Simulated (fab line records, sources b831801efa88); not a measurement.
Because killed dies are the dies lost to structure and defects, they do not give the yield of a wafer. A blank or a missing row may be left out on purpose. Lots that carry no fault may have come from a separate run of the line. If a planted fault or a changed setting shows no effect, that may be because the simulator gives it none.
Comparing a struck lot with a sound one / flow sky130 / 34 out of 708 route steps
Sound: wafers L184.1, L184.2, L184.5. Struck: wafers L188.2, L188.3, L188.4. At the end, the cause is stated.
Per side, at each step with rows, come the tool, then ch with its chambers, and then its first start. Under that, the readings that differ: sound wafers / struck wafers / difference of the means / sigmas: that difference in standard deviations of wafers without a fault.
alike: same words and numbers on both sides, and readings whose means sit less than 2 such deviations apart. not compared: any withheld reading, any reading some wafer has no value for, any bound like >300 that may hide the same value, and any number with overlapping values for which the record gives no deviation.
Wherever a step has rows on one side only, a row that says differs or no value, or a row with sigmas, the two part there. Numbers that don't overlap but have no deviation are shown without sigmas and don't part them. A reading missing from all wafers of one side parts the sides only when that side holds two or more wafers.

first, 7 steps without rows for these wafers: SKY_SONOS_TUNNEL_DEVELOP_06 (develop time 60 s); SKY_SONOS_TUNNEL_IMPLANT_09; SKY_SONOS_TUNNEL_WET_ETCH_10 (etches SiO2 in dHF, target depth 14 nm, time 280 s); SKY_SONOS_TUNNEL_STRIP_11 (strips in SPM, time 600 s); SKY_SONOS_TUNNEL_CLEAN_13 (cleans in dHF, time 20 s); SKY_SONOS_ONO_OXIDATION_00 (stabilise 600 s, purge 300 s, target thk 2.6 nm); SKY_SONOS_ONO_CVD_02 (deposits Si3N4 from DCS/NH3, target thk 10.5 nm, time 180 s).
SKY_SONOS_ONO_CVD_04: deposits SiO2 from SiH4/N2O, target thk 5.7199 nm.
  sound on lpcvd-03 ch 0, day 15 01:11; struck on lpcvd-03 ch 0, day 16 12:20
reading=model.SiO2_of_SONOS_ONO_CVD_04.thkNm (nm); sound=5.525 5.689 5.732; struck=6.518 6.466 6.508; difference=+0.849; sigmas=
  alike: spikeTcUpperC, zonePowerTopPct
SKY_SONOS_ONO_THK_MEAS_05:
  sound: filmMetro-03 at day 15 02:26; struck: filmMetro-01 at day 16 13:35
reading=SONOS_ONO_CVD_04_THK (nm); sound=5.56 5.62 5.71; struck=6.53 6.52 6.51; difference=+0.89; sigmas=+6
then, 23 steps without rows for these wafers: SKY_SONOS_ONO_DEHYDRATE_06 (time 60 s); SKY_SONOS_ONO_HMDS_07 (prime time 60 s); SKY_SONOS_ONO_COAT_08 (resist thk 1140 nm); SKY_SONOS_ONO_SOFTBAKE_09 (time 60 s); SKY_SONOS_ONO_EXPOSE_10 (exposes mask ONOM, target cd 410 nm); SKY_SONOS_ONO_PEB_11; SKY_SONOS_ONO_DEVELOP_12 (develop time 60 s); SKY_SONOS_ONO_ETCH_15 (etches the open film in CHF3/O2, target depth 19.52 nm, time 7.8 s); SKY_SONOS_ONO_WET_ETCH_16 (etches SiO2 in dHF, target depth 14 nm, time 280 s); SKY_SONOS_ONO_STRIP_17 (strips in O2/N2); SKY_SONOS_ONO_WET_ETCH_18 (etches Si3N4 in H3PO4, target depth 15 nm, time 172 s); SKY_GATE_OXIDE_CLEAN_00 (cleans in SC1/SC2, time 150 s); SKY_GATE_OXIDE_OXIDATION_01 (stabilise 600 s, purge 300 s, target thk 10.268 nm); SKY_GATE_OXIDE_DEHYDRATE_03 (time 60 s); SKY_GATE_OXIDE_HMDS_04 (prime time 60 s); SKY_GATE_OXIDE_COAT_05 (resist thk 1162 nm); SKY_GATE_OXIDE_SOFTBAKE_06 (time 60 s); SKY_GATE_OXIDE_EXPOSE_07 (exposes mask LVOM, target cd 600 nm); SKY_GATE_OXIDE_PEB_08; SKY_GATE_OXIDE_DEVELOP_09 (develop time 60 s); SKY_GATE_OXIDE_IMPLANT_11; SKY_GATE_OXIDE_WET_ETCH_12 (etches SiO2 in dHF, target depth 16.8 nm, time 336 s); SKY_GATE_OXIDE_STRIP_13 (strips in O2/N2).
-- the record jumps here: 2 days lie between the struck wafers' starts before and after --
SKY_GATE_OXIDE_CLEAN_15: cleans in SC1/SC2, time 150 s.
  sound on wetBench-03 ch 0, day 17 13:23; struck on wetBench-02 ch 1, day 19 01:25
reading=model.SiO2_of_SONOS_ONO_CVD_04.thkNm (nm); sound=3.997 4.161 4.204; struck=5.015 4.958 5.006; difference=+0.872; sigmas=
  alike: bathGuardTempC
-- record jumps: 30 days separate the struck wafers' starts on either side; left off in module GATE_OXIDE, taken up again in module PAD_OPEN, whose first shown step is the route's number 708 --
SKY_PAD_OPEN_PROBE_99:
  sound: prober-01 at day 48 12:50; struck: prober-01 at day 49 06:41
reading=killedAtContacts; sound=16 20 24; struck=30 33 32; difference=+12; sigmas=+2
reading=model.etest.sonosErased.driveUaUm; sound=207 180.8 182; struck=126.6 118.6 132.3; difference=-64.1; sigmas=
reading=model.etest.sonosUncharged.rOnOhmUm; sound=801.9 811.1 820.8; struck=845 837.2 844.2; difference=+31; sigmas=
reading=model.etest.sonosProgrammed.offLog10AUm; sound=-14.04 -14 -13.73; struck=-12.57 -12.78 -13.01; difference=+1.14; sigmas=
reading=model.etest.capOno.gateLog10ACm2; sound=-7.833 -8.042 -8.074; struck=-9.283 -9.259 -9.183; difference=-1.259; sigmas=
reading=model.etest.capOno.gateBvV (V); sound=16.5 16.39 16.98; struck=17.98 17.45 17.43; difference=+1.00; sigmas=
reading=model.etest.capOno.toxAccNm (nm); sound=12.82 12.93 12.99; struck=13.95 13.94 13.91; difference=+1.02; sigmas=
reading=model.etest.sonosProgrammed.vtV (V); sound=1.539 1.484 1.429; struck=0.9072 0.9286 0.957; difference=-0.5531; sigmas=
reading=model.etest.sonosErased.vtV (V); sound=-2.312 -2.244 -2.236; struck=-1.652 -1.654 -1.709; difference=+0.592; sigmas=
  alike: killed_at_M0_to_M3, killed_at_M4_up, killedAtFrontEnd, killedAtOther, killedDies, killedOpen, killedShort

## WHERE THEY PART
Earliest at SKY_SONOS_ONO_THK_MEAS_05; latest, in this record, at SKY_PAD_OPEN_PROBE_99.

WHY: the cause the simulator had injected
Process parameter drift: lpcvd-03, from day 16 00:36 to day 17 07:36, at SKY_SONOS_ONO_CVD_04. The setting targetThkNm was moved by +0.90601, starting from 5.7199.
